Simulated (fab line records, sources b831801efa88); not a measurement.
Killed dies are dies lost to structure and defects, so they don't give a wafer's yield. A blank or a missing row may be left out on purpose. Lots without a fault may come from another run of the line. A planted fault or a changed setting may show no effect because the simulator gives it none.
A struck lot beside a sound one | flow gf180mcu | 15 steps out of a route of 602
Sound: wafers L854.1, L854.3, L854.4. Struck: wafers L866.1, L866.3, L866.5. The cause comes at the end.
At each step with rows: each side's tool, then ch and its chambers, then its first start. Under that, the readings that differ: sound wafers | struck wafers | difference of the means | sigmas: that difference in standard deviations of wafers without a fault.
alike: readings whose means differ by less than 2 such deviations, and words and numbers that are the same on both sides. not compared: withheld readings, readings that some wafer has no value for, bounds like >300 that may hide the same value, and numbers for which the record gives no deviation and whose values overlap.
The two part at a step that has a row with sigmas, a row that says differs or no value, or rows on one side only. Numbers that don't overlap but have no deviation are shown without sigmas and don't part them. A reading that every wafer of one side lacks parts them only if that side has two wafers or more.

first, 2 steps without rows for these wafers: GF_DNWELL_DEVELOP_06 (develop time 60 s); GF_DNWELL_IMPLANT_07.
GF_DNWELL_STRIP_08: strips in O2/N2.
  sound on plasma_asher-03 ch 0,1, day 2 20:24; struck on plasma_asher-02 ch 0,1, day 5 10:19
  alike: drypump_motor_current_A, heater_power_w, oes_product_au, platen_temp_c, strip_time_to_endpoint_s
  not compared: rf_hours_counter_h
GF_DNWELL_TW_MEAS_09:
  sound on film_metro-02, day 2 20:30; struck on film_metro-03, day 5 10:25
  reading   | sound          | struck         | difference | sigmas
  DNWELL_TW | 1396 1398 1396 | 1352 1343 1347 | -49        | -2
then, 7 steps without rows for these wafers: GF_NWELL_DEHYDRATE_00 (time 60 s); GF_NWELL_HMDS_01 (prime time 60 s); GF_NWELL_COAT_02 (resist thk 3000 nm); GF_NWELL_SOFTBAKE_03; GF_NWELL_EXPOSE_04 (exposes mask Nwell, target cd 860 nm); GF_NWELL_PEB_05; GF_NWELL_DEVELOP_06 (develop time 60 s).
GF_NWELL_OVL_MEAS_07:
  sound on overlay-01, day 3 09:15; struck on overlay-02, day 6 00:27
  alike: NWELL_OVL
GF_NWELL_IMPLANT_08:
  sound on implanter-01 ch 0, day 3 09:17; struck on implanter-04 ch 0, day 6 00:29
  reading                   | sound                | struck               | difference | sigmas
  beam_energy_keV           | 449.85 449.87 449.89 | 469.41 469.01 469.31 | +19.37     | +99 or more
  model.implant.rp_nm (nm)  | 560.9 560.9 560.9    | 592.6 592.6 592.6    | +31.7      |
  model.implant.drp_nm (nm) | 123.9 123.9 123.9    | 126.4 126.4 126.4    | +2.5       |
then, 1 step without rows for these wafers: GF_NWELL_IMPLANT_09.
-- the record jumps here: 26 days lie between the struck wafers' starts before and after (it left off in module NWELL and takes up again in module PASSIVATION, whose first step shown is number 602 of the route) --
GF_PASSIVATION_PROBE_99:
  the record has rows for the struck wafers here (prober-02, day 32 12:00) and none for the sound ones

WHERE THEY PART
First at GF_DNWELL_TW_MEAS_09; last, within this record, at GF_PASSIVATION_PROBE_99.

WHY: what the simulator had put in
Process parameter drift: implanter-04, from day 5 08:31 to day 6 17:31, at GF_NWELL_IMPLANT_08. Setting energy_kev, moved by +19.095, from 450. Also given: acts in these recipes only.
